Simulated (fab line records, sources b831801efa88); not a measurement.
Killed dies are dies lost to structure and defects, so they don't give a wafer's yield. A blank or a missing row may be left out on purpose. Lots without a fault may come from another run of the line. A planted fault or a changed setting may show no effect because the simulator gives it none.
A struck lot beside a sound one | flow gf180mcu | 15 steps out of a route of 602
Sound: wafers L677.1, L677.2, L677.6. Struck: wafers L679.2, L679.5, L679.6. The cause comes at the end.
At each step with rows: each side's tool, then ch and its chambers, then its first start. Under that, the readings that differ: sound wafers | struck wafers | difference of the means | sigmas: that difference in standard deviations of wafers without a fault.
alike: readings whose means differ by less than 2 such deviations, and words and numbers that are the same on both sides. not compared: withheld readings, readings that some wafer has no value for, bounds like >300 that may hide the same value, and numbers for which the record gives no deviation and whose values overlap.
The two part at a step that has a row with sigmas, a row that says differs or no value, or rows on one side only. Numbers that don't overlap but have no deviation are shown without sigmas and don't part them. A reading that every wafer of one side lacks parts them only if that side has two wafers or more.

GF_M2_SPUTTER_04: material TiN, target thk 50 nm, time 41.7 s.
  sound on pvd_sputter-02, day 19 05:29; struck on pvd_sputter-02, day 20 03:40
  alike: throttle_valve_pct
GF_M2_RS_MEAS_05: measures by four-point-probe.
  sound on film_metro-02, day 19 05:32; struck on film_metro-03, day 20 03:44
  alike: M2_ALCU_RS
GF_M2_THK_MEAS_06: measures by xrf.
  sound on film_metro-02, day 19 05:39; struck on film_metro-03, day 20 03:50
  alike: M2_ALCU_THK
then, 7 steps without rows for these wafers: GF_M2_DEHYDRATE_07 (time 60 s); GF_M2_HMDS_08 (prime time 60 s); GF_M2_COAT_09 (resist thk 1000 nm); GF_M2_SOFTBAKE_10 (time 60 s); GF_M2_EXPOSE_11 (exposes mask Metal2, target cd 280 nm); GF_M2_PEB_12 (peb time 90 s); GF_M2_DEVELOP_13 (develop time 60 s).
GF_M2_CD_MEAS_14: target cd 280 nm.
  sound on cd_sem-02, day 20 05:41; struck on cd_sem-01, day 21 03:18
  reading    | sound             | struck            | difference | sigmas
  cd_nm (nm) | 280.5 280.9 280.5 | 278.9 278.2 278.6 | -2.1       | -2
GF_M2_OVL_MEAS_15:
  sound on overlay-02, day 20 05:48; struck on overlay-01, day 21 03:25
  alike: M2_OVL
GF_M2_METAL_ETCH_16: etches the open film in Cl2/BCl3, stops on SiO2, target depth 627.5 nm, time 104.6 s.
  sound on rie_metal-01 ch 0,1, day 20 05:50; struck on rie_metal-01 ch 0,1, day 21 03:26
  reading    | sound             | struck            | difference | sigmas
  bias_w (W) | 139.9 140.0 139.7 | 144.7 144.1 143.8 | +4.3       | +10
  alike: drypump_motor_current_A, mfc_cl2_sccm, oes_product_au, throttle_valve_pct
  not compared: rf_hours_counter_h
GF_M2_STRIP_17: strips in O2/N2.
  sound on plasma_asher-02 ch 0,1, day 20 05:57; struck on plasma_asher-02 ch 0,1, day 21 03:33
  alike: drypump_motor_current_A, heater_power_w, oes_product_au, strip_time_to_endpoint_s
  not compared: rf_hours_counter_h
-- the record jumps here: 9 days lie between the struck wafers' starts before and after (it left off in module M2 and takes up again in module PASSIVATION, whose first step shown is number 602 of the route) --
GF_PASSIVATION_PROBE_99:
  the record has rows for the struck wafers here (prober-01, day 30 12:20) and none for the sound ones

WHERE THEY PART
First at GF_M2_CD_MEAS_14; last, within this record, at GF_PASSIVATION_PROBE_99.

WHY: what the simulator had put in
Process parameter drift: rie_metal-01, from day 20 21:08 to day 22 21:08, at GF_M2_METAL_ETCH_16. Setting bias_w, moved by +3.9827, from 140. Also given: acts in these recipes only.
